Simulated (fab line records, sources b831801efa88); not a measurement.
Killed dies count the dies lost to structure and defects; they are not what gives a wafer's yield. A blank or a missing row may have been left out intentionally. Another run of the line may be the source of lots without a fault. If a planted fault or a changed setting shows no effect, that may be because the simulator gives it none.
Problem report, 8D (eight disciplines) form, completed by code	flow sfq line	the parts of the form that need people (team, actions taken, sign-off) are left out

1. THE PROBLEM
M8_AU_RS at SFQ_M8_RS_MEAS_949 reads a mean of 0.1480 ohm/sq on 1 wafer of 1 lot; wafers without a fault read 0.1539 ohm/sq with a standard deviation of 0.0014. That is -4.2 standard deviations from the usual mean.
The step: measures by four-point-probe.
The first sign was on wafer L187.2 at day 85 11:51, on film metro-04. The record has a number at this step for 39 wafers belonging to 13 lots. Rule for "out" (also "out of limits"): further than 4 standard deviations from the usual mean. Any other wafer with a number is counted as sound.

2. WHAT IT IS; WHAT IT IS NOT
question	is	is not
which readings at this step	M8_AU_RS	-
which lots	L187	L177, L178, L179, L180, L186, L192, L195, L196, L197, L198, L199, L200
which wafers of those lots	L187.2	L187.1, L187.4
read on which gauges	film metro-04	film metro-01, film metro-03
when	from day 85 11:51	up to then (17 sound wafers); but 21 sound wafers of L192, L195, L196, L197, L198, L199, L200 came after

3. SUSPECTS, AND WHAT RULES EACH OUT
Counting: a tool at a process step up to the reading stays a suspect if it ran every lot that is out. Sound lots after the first of them don't rule it out here, since some wafers of a struck lot are sound.
- the gauge at SFQ_M8_RS_MEAS_949: kept. All the wafers that are out were read on film metro-04, and no step on other tools shows them out.
- pvd sputter-01 at SFQ_TRILAYER_M8_DEP_EVAP_196 (material Au, target thk 180 nm, time 900 s): kept. It ran the lot that is out, L187 (day 85 11:20); its last sound lot up to then is L179 (day 83 19:56).
What counting leaves: pvd sputter-01 at SFQ_TRILAYER_M8_DEP_EVAP_196 and film metro-04 at SFQ_M8_RS_MEAS_949.

4. THE CAUSE (what the simulator had put in)
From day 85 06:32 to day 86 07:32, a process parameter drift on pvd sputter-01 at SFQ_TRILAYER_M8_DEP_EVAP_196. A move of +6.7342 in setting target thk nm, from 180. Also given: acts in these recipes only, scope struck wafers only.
After counting, 2 suspects remain, this tool included.

5. SEQUENCE OF EFFECTS, ordered by route
One row per reading whose mean, taken over the struck wafers that have a number, lies over 3 standard deviations from the usual. Only readings for which the record gives a usual standard deviation are gone through. hours: the time from each lot's start at the first step in this table that gives one to its start at this step, as a median over the lots. sigmas: the change in usual standard deviations.
hours	step	reading	usual	on struck wafers	change	sigmas
0	SFQ_M8_RS_MEAS_949	M8_AU_RS	0.1539 ohm/sq	0.1480	-0.0059	-4.2
0	SFQ_M8_THK_MEAS_950	M8_AU_THK	179.9 nm	187.6	+7.7	+4.1

6. HOW IT WOULD HAVE BEEN CAUGHT EARLIER
In this record the first reading out of limits at a measuring or inspecting step was taken at day 85 11:51, 5 hours after the fault began at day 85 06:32.
Each of the lots that are out, 1 in all, had begun SFQ_TRILAYER_M8_DEP_EVAP_196 on pvd sputter-01 no later than day 85 11:51. Holding the tool at that point would not have protected any of them.
